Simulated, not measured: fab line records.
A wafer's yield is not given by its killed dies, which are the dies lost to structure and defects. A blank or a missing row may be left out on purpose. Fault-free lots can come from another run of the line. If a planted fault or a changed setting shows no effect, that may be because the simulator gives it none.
Which tool was responsible? || flow gf180mcu || Sampling: 14 lots, 42 wafers, 4 of 602 route steps

WHAT THE GAUGES SHOWED, per wafer
GF_VT_IMPLANT_TW_MEAS_32. Usual: VT_IMPLANT_3_TW 266, standard deviation 3.9.
{"lot": "L687", "measured": "day 7 05:41", "on": "film-metro-02", "VT_IMPLANT_3_TW": "276 272 272", "flag": ""}
{"lot": "L689", "measured": "day 7 14:54", "on": "film-metro-03", "VT_IMPLANT_3_TW": "264 266 265", "flag": ""}
{"lot": "L688", "measured": "day 7 16:16", "on": "film-metro-03", "VT_IMPLANT_3_TW": "266 265 265", "flag": ""}
{"lot": "L690", "measured": "day 7 19:55", "on": "film-metro-03", "VT_IMPLANT_3_TW": "265 266 266", "flag": ""}
{"lot": "L691", "measured": "day 8 08:16", "on": "film-metro-04", "VT_IMPLANT_3_TW": "265 265 264", "flag": ""}
{"lot": "L694", "measured": "day 8 17:17", "on": "film-metro-04", "VT_IMPLANT_3_TW": "264 264 263", "flag": ""}
{"lot": "L695", "measured": "day 8 20:55", "on": "film-metro-02", "VT_IMPLANT_3_TW": "274 273 272", "flag": ""}
{"lot": "L696", "measured": "day 9 06:17", "on": "film-metro-03", "VT_IMPLANT_3_TW": "264 263 264", "flag": ""}
{"lot": "L697", "measured": "day 9 12:55", "on": "film-metro-04", "VT_IMPLANT_3_TW": "263 264 262", "flag": ""}
{"lot": "L698", "measured": "day 9 17:21", "on": "film-metro-04", "VT_IMPLANT_3_TW": "262 262 262", "flag": ""}
{"lot": "L704", "measured": "day 11 13:59", "on": "film-metro-04", "VT_IMPLANT_3_TW": "263 262 263", "flag": ""}
{"lot": "L706", "measured": "day 12 01:25", "on": "film-metro-02", "VT_IMPLANT_3_TW": "273 273 273", "flag": ""}
{"lot": "L708", "measured": "day 12 12:52", "on": "film-metro-02", "VT_IMPLANT_3_TW": "272 275 272", "flag": ""}
{"lot": "L710", "measured": "day 12 23:57", "on": "film-metro-03", "VT_IMPLANT_3_TW": "266 265 268", "flag": ""}

GF_POLY_GATE_THK_MEAS_17. Usual: POLY_GATE_OXIDATION_THK 4.00 nm, standard deviation 0.073.
{"lot": "L687", "measured": "day 9 16:37", "on": "film-metro-02", "POLY_GATE_OXIDATION_THK (nm)": "4.05 4.09 4.01", "flag": ""}
{"lot": "L689", "measured": "day 10 00:25", "on": "film-metro-03", "POLY_GATE_OXIDATION_THK (nm)": "4.01 3.92 4.04", "flag": ""}
{"lot": "L688", "measured": "day 10 06:01", "on": "film-metro-03", "POLY_GATE_OXIDATION_THK (nm)": "4.04 4.04 4.07", "flag": ""}
{"lot": "L690", "measured": "day 10 06:01", "on": "film-metro-02", "POLY_GATE_OXIDATION_THK (nm)": "3.96 4.06 4.01", "flag": ""}
{"lot": "L691", "measured": "day 10 20:11", "on": "film-metro-03", "POLY_GATE_OXIDATION_THK (nm)": "4.12 4.13 4.11", "flag": ""}
{"lot": "L694", "measured": "day 11 09:43", "on": "film-metro-01", "POLY_GATE_OXIDATION_THK (nm)": "4.09 4.01 4.10", "flag": ""}
{"lot": "L695", "measured": "day 11 09:28", "on": "film-metro-02", "POLY_GATE_OXIDATION_THK (nm)": "4.01 4.01 4.00", "flag": ""}
{"lot": "L696", "measured": "day 12 00:25", "on": "film-metro-03", "POLY_GATE_OXIDATION_THK (nm)": "3.93 4.00 3.87", "flag": ""}
{"lot": "L697", "measured": "day 12 11:11", "on": "film-metro-02", "POLY_GATE_OXIDATION_THK (nm)": "4.08 4.12 4.09", "flag": ""}
{"lot": "L698", "measured": "day 12 11:11", "on": "film-metro-03", "POLY_GATE_OXIDATION_THK (nm)": "4.07 4.01 4.06", "flag": ""}
{"lot": "L704", "measured": "day 14 12:19", "on": "film-metro-01", "POLY_GATE_OXIDATION_THK (nm)": "3.91 3.87 3.99", "flag": ""}
{"lot": "L710", "measured": "day 16 00:59", "on": "film-metro-02", "POLY_GATE_OXIDATION_THK (nm)": "4.01 4.02 4.01", "flag": ""}

WHICH TOOL RAN EACH LOT (tool, then ch and the chambers of the sampled wafers, then the start)
{"lot": "L687", "GF_VT_IMPLANT_STRIP_42": "plasma-asher-03 ch 0,1, day 7 21:24", "GF_DUAL_GATE_WET_ETCH_12": "wet-bench-02 ch 1, day 8 17:06"}
{"lot": "L689", "GF_VT_IMPLANT_STRIP_42": "plasma-asher-02 ch 0,1, day 8 06:01", "GF_DUAL_GATE_WET_ETCH_12": "wet-bench-02 ch 2, day 9 01:12"}
{"lot": "L688", "GF_VT_IMPLANT_STRIP_42": "plasma-asher-02 ch 0,1, day 8 08:21", "GF_DUAL_GATE_WET_ETCH_12": "wet-bench-02 ch 2, day 9 03:16"}
{"lot": "L690", "GF_VT_IMPLANT_STRIP_42": "plasma-asher-01 ch 0,1, day 8 11:34", "GF_DUAL_GATE_WET_ETCH_12": "wet-bench-03 ch 0, day 9 06:54"}
{"lot": "L691", "GF_VT_IMPLANT_STRIP_42": "plasma-asher-03 ch 0,1, day 9 01:03", "GF_DUAL_GATE_WET_ETCH_12": "wet-bench-02 ch 1, day 9 21:09"}
{"lot": "L694", "GF_VT_IMPLANT_STRIP_42": "plasma-asher-02 ch 0,1, day 9 10:33", "GF_DUAL_GATE_WET_ETCH_12": "wet-bench-02 ch 2, day 10 06:48"}
{"lot": "L695", "GF_VT_IMPLANT_STRIP_42": "plasma-asher-01 ch 0,1, day 9 13:06", "GF_DUAL_GATE_WET_ETCH_12": "wet-bench-02 ch 1, day 10 09:21"}
{"lot": "L696", "GF_VT_IMPLANT_STRIP_42": "plasma-asher-01 ch 0,1, day 9 23:05", "GF_DUAL_GATE_WET_ETCH_12": "wet-bench-04 ch 0, day 10 21:30"}
{"lot": "L697", "GF_VT_IMPLANT_STRIP_42": "plasma-asher-03 ch 0,1, day 10 06:45", "GF_DUAL_GATE_WET_ETCH_12": "wet-bench-02 ch 1, day 11 06:40"}
{"lot": "L698", "GF_VT_IMPLANT_STRIP_42": "plasma-asher-02 ch 0,1, day 10 11:06", "GF_DUAL_GATE_WET_ETCH_12": "wet-bench-03 ch 3, day 11 11:36"}
{"lot": "L704", "GF_VT_IMPLANT_STRIP_42": "plasma-asher-01 ch 0,1, day 12 08:23", "GF_DUAL_GATE_WET_ETCH_12": "wet-bench-02 ch 3, day 13 10:06"}
{"lot": "L706", "GF_VT_IMPLANT_STRIP_42": "plasma-asher-03 ch 0,1, day 12 20:07", "GF_DUAL_GATE_WET_ETCH_12": "wet-bench-03 ch 3, day 13 21:18"}
{"lot": "L708", "GF_VT_IMPLANT_STRIP_42": "plasma-asher-03 ch 1, day 13 07:25", "GF_DUAL_GATE_WET_ETCH_12": "wet-bench-03 ch 3, day 14 06:39"}
{"lot": "L710", "GF_VT_IMPLANT_STRIP_42": "plasma-asher-02 ch 0,1, day 13 19:04", "GF_DUAL_GATE_WET_ETCH_12": "wet-bench-02 ch 1, day 14 18:00"}
- GF_VT_IMPLANT_STRIP_42: strips in O2/N2.
- GF_DUAL_GATE_WET_ETCH_12: etches SiO2 in dHF, target depth 13 nm, time 260 s.

AS READ BY THE TOOLS THEMSELVES (means over the sampled wafers that have a number; for cases with no such wafer, the mark the record gives instead)
GF_VT_IMPLANT_STRIP_42. Usual: drypump-motor-current-A 5.7 A, standard deviation 0.53; heater-power-w 325 W, standard deviation 34; n2-flow-sccm 299.9 sccm, standard deviation 0.83; oes-product-au 0.716 a.u., standard deviation 0.005; strip-time-to-endpoint-s 12.64 s, standard deviation 0.033.
{"lot": "L687", "tool": "plasma-asher-03", "drypump-motor-current-A (A)": 5.9, "heater-power-w (W)": 299, "n2-flow-sccm (sccm)": 300.0, "oes-product-au (a.u.)": 0.721, "strip-time-to-endpoint-s (s)": 12.63, "flag": ""}
{"lot": "L689", "tool": "plasma-asher-02", "drypump-motor-current-A (A)": 5.3, "heater-power-w (W)": 310, "n2-flow-sccm (sccm)": 300.8, "oes-product-au (a.u.)": 0.717, "strip-time-to-endpoint-s (s)": 12.68, "flag": ""}
{"lot": "L688", "tool": "plasma-asher-02", "drypump-motor-current-A (A)": 5.6, "heater-power-w (W)": 316, "n2-flow-sccm (sccm)": 299.5, "oes-product-au (a.u.)": 0.718, "strip-time-to-endpoint-s (s)": 12.61, "flag": ""}
{"lot": "L690", "tool": "plasma-asher-01", "drypump-motor-current-A (A)": 5.6, "heater-power-w (W)": 354, "n2-flow-sccm (sccm)": 300.9, "oes-product-au (a.u.)": 0.716, "strip-time-to-endpoint-s (s)": 12.60, "flag": ""}
{"lot": "L691", "tool": "plasma-asher-03", "drypump-motor-current-A (A)": 6.2, "heater-power-w (W)": 292, "n2-flow-sccm (sccm)": 299.6, "oes-product-au (a.u.)": 0.714, "strip-time-to-endpoint-s (s)": 12.60, "flag": ""}
{"lot": "L694", "tool": "plasma-asher-02", "drypump-motor-current-A (A)": 5.3, "heater-power-w (W)": 309, "n2-flow-sccm (sccm)": 299.4, "oes-product-au (a.u.)": 0.713, "strip-time-to-endpoint-s (s)": 12.64, "flag": ""}
{"lot": "L695", "tool": "plasma-asher-01", "drypump-motor-current-A (A)": 5.7, "heater-power-w (W)": 357, "n2-flow-sccm (sccm)": 299.3, "oes-product-au (a.u.)": 0.717, "strip-time-to-endpoint-s (s)": 12.59, "flag": ""}
{"lot": "L696", "tool": "plasma-asher-01", "drypump-motor-current-A (A)": 5.6, "heater-power-w (W)": 376, "n2-flow-sccm (sccm)": 300.5, "oes-product-au (a.u.)": 0.714, "strip-time-to-endpoint-s (s)": 12.61, "flag": ""}
{"lot": "L697", "tool": "plasma-asher-03", "drypump-motor-current-A (A)": 5.9, "heater-power-w (W)": 303, "n2-flow-sccm (sccm)": 299.6, "oes-product-au (a.u.)": 0.715, "strip-time-to-endpoint-s (s)": 12.64, "flag": ""}
{"lot": "L698", "tool": "plasma-asher-02", "drypump-motor-current-A (A)": 5.6, "heater-power-w (W)": 317, "n2-flow-sccm (sccm)": 300.2, "oes-product-au (a.u.)": 0.713, "strip-time-to-endpoint-s (s)": 12.68, "flag": ""}
{"lot": "L704", "tool": "plasma-asher-01", "drypump-motor-current-A (A)": 5.6, "heater-power-w (W)": 373, "n2-flow-sccm (sccm)": 300.4, "oes-product-au (a.u.)": 0.715, "strip-time-to-endpoint-s (s)": 12.62, "flag": ""}
{"lot": "L706", "tool": "plasma-asher-03", "drypump-motor-current-A (A)": 6.2, "heater-power-w (W)": 294, "n2-flow-sccm (sccm)": 300.6, "oes-product-au (a.u.)": 0.719, "strip-time-to-endpoint-s (s)": 12.64, "flag": ""}
{"lot": "L708", "tool": "plasma-asher-03", "drypump-motor-current-A (A)": 6.6, "heater-power-w (W)": 296, "n2-flow-sccm (sccm)": 300.4, "oes-product-au (a.u.)": 0.709, "strip-time-to-endpoint-s (s)": 12.65, "flag": ""}
{"lot": "L710", "tool": "plasma-asher-02", "drypump-motor-current-A (A)": 5.6, "heater-power-w (W)": 324, "n2-flow-sccm (sccm)": 300.4, "oes-product-au (a.u.)": 0.713, "strip-time-to-endpoint-s (s)": 12.66, "flag": ""}

GF_DUAL_GATE_WET_ETCH_12. Usual: run-length-s reads 286.7 s (standard deviation 2.5).
{"lot": "L687", "tool": "wet-bench-02", "run-length-s (s)": 287.2, "flag": ""}
{"lot": "L689", "tool": "wet-bench-02", "run-length-s (s)": 285.9, "flag": ""}
{"lot": "L688", "tool": "wet-bench-02", "run-length-s (s)": 285.1, "flag": ""}
{"lot": "L690", "tool": "wet-bench-03", "run-length-s (s)": 284.9, "flag": ""}
{"lot": "L691", "tool": "wet-bench-02", "run-length-s (s)": 287.0, "flag": ""}
{"lot": "L694", "tool": "wet-bench-02", "run-length-s (s)": 285.4, "flag": ""}
{"lot": "L695", "tool": "wet-bench-02", "run-length-s (s)": 288.9, "flag": ""}
{"lot": "L696", "tool": "wet-bench-04", "run-length-s (s)": 284.5, "flag": ""}
{"lot": "L697", "tool": "wet-bench-02", "run-length-s (s)": 286.7, "flag": ""}
{"lot": "L698", "tool": "wet-bench-03", "run-length-s (s)": 286.3, "flag": ""}
{"lot": "L704", "tool": "wet-bench-02", "run-length-s (s)": 286.6, "flag": ""}
{"lot": "L706", "tool": "wet-bench-03", "run-length-s (s)": 132.6, "flag": "OFF"}
{"lot": "L708", "tool": "wet-bench-03", "run-length-s (s)": 125.8, "flag": "OFF"}
{"lot": "L710", "tool": "wet-bench-02", "run-length-s (s)": 288.2, "flag": ""}

THE ANSWER, worked out from the rows above alone
Rule: a lot counts as off when the mean over its wafers that have a number is more than 3 standard deviations away from the usual mean. Also off: a lot with no number at a reading for which 4 or more lots have one. All remaining lots with rows at the step are treated as sound. First the gauges in route order, then the tools' own readings, where a lot's mean is used as printed above. At the first step where some lot is off, the reading lying furthest off is the one used; lots without a number count as furthest.
Off: L706, L708 (GF_DUAL_GATE_WET_ETCH_12, run-length-s).
A tool fits if, at that step or a process step before it, it ran every lot that is off, and no sound lot after the first of them. Can't be told from this: 2 tools fit, plasma-asher-03 at GF_VT_IMPLANT_STRIP_42, wet-bench-03 at GF_DUAL_GATE_WET_ETCH_12.

WHAT HAD BEEN PUT IN BY THE SIMULATOR
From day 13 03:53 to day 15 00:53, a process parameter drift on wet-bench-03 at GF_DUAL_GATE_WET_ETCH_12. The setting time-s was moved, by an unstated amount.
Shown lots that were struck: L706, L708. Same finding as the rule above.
